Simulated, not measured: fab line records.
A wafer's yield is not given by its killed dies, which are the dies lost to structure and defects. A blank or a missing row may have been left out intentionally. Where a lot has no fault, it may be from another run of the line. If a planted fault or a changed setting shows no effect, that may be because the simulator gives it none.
One fault seen from 2 desks :: flow sfq-line :: what lay behind the numbers comes last; until then each desk has only its own

FROM THE METROLOGY DESK
Lot by lot, what the gauges showed, no matter which tool ran the lot: averages of those sampled wafers that carry a number. Marked OUT: a lot whose mean sits more than 4 standard deviations from the usual mean, which makes it out of limits; the brackets give that distance.
Columns: A = I4_OVL at SFQ_I4_OVL_MEAS_928, usual -3 nm; B = JJ_NB_RS at SFQ_JJ_RS_MEAS_929, usual 1.047 ohm/sq; C = J5_OVL at SFQ_JJ_OVL_MEAS_931, usual 2 nm; D = M5_OVL at SFQ_M5_OVL_MEAS_932, usual -4 nm; E = M8_BOW at SFQ_M8_BOW_MEAS_951, usual 8 um
lot: L774
first seen here: day 60 14:14
A: -3
B: 1.055
C: 0
D: 6
E: 10

lot: L782
first seen here: day 63 03:40
A: -7
B: 1.025
C: -5
D: -6
E: -14

lot: L784
first seen here: day 63 22:52
A: 6
B: 1.045
C: -2
D: -4
E: 5

lot: L787
first seen here: day 65 09:22
A: -1
B: 1.038
C: 9
D: 1
E: 6

lot: L794
first seen here: day 67 17:55
A: 5
B: 1.045
C: 4
D: -0
E: 13

lot: L795
first seen here: day 67 20:19
A: 0
B: 1.053
C: 7
D: -7
E: 13
This desk's verdict: no lot among the 6 shows anything out of limits.

TOOL OWNER'S DESK, pvd-sputter-04
The tool's own readings at SFQ_TRILAYER_JJ_TRILAYER_DEP_SPUTTER_109 (material Nb, target thk 150 nm, time 100 s): means of the sampled wafers that have a number, for each lot that ran on this tool. Marked OUT: a lot whose mean sits more than 4 standard deviations from the usual mean, which makes it out of limits; the brackets give that distance.
Columns: A = cathode-dc-power-W at SFQ_TRILAYER_JJ_TRILAYER_DEP_SPUTTER_109, usual 2000.0 W; B = chamber-pressure-pa at SFQ_TRILAYER_JJ_TRILAYER_DEP_SPUTTER_109, usual 0.13333 Pa; C = throttle-valve-pct at SFQ_TRILAYER_JJ_TRILAYER_DEP_SPUTTER_109, usual 29.9 %
lot: L774
first seen here: day 60 15:13
A: 1999.7
B: 0.13362
C: 29.5

lot: L782
first seen here: day 63 04:39
A: 1999.9
B: 0.13365
C: 29.9

lot: L784
first seen here: day 63 23:51
A: 2112.5 (+99 or more) OUT
B: 0.13320
C: 29.4

lot: L787
first seen here: day 65 10:21
A: 2225.9 (+99 or more) OUT
B: 0.13317
C: 28.9
This desk's finding: out of limits on L784, L787; first on L784, day 63 23:51 (cathode-dc-power-W at SFQ_TRILAYER_JJ_TRILAYER_DEP_SPUTTER_109). In limits: L774, L782.

TAKEN TOGETHER
An alarm could have come from the tool owner's desk at day 63 23:51, on L784, L787.
Nothing out of limits was seen by the metrology desk.
The metrology desk has L784, L787 on record, within its limits.
All the named lots went through SFQ_TRILAYER_JJ_TRILAYER_DEP_SPUTTER_109 on pvd-sputter-04.

WHAT WAS PUT IN BY THE SIMULATOR
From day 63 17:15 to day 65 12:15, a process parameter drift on pvd-sputter-04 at SFQ_TRILAYER_JJ_TRILAYER_DEP_SPUTTER_109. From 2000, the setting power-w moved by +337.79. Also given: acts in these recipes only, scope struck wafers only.
Shown lots that were struck: L784, L787.
How many hours passed from the start of the fault until each desk's first out-of-limits reading: the tool owner's desk, 7.
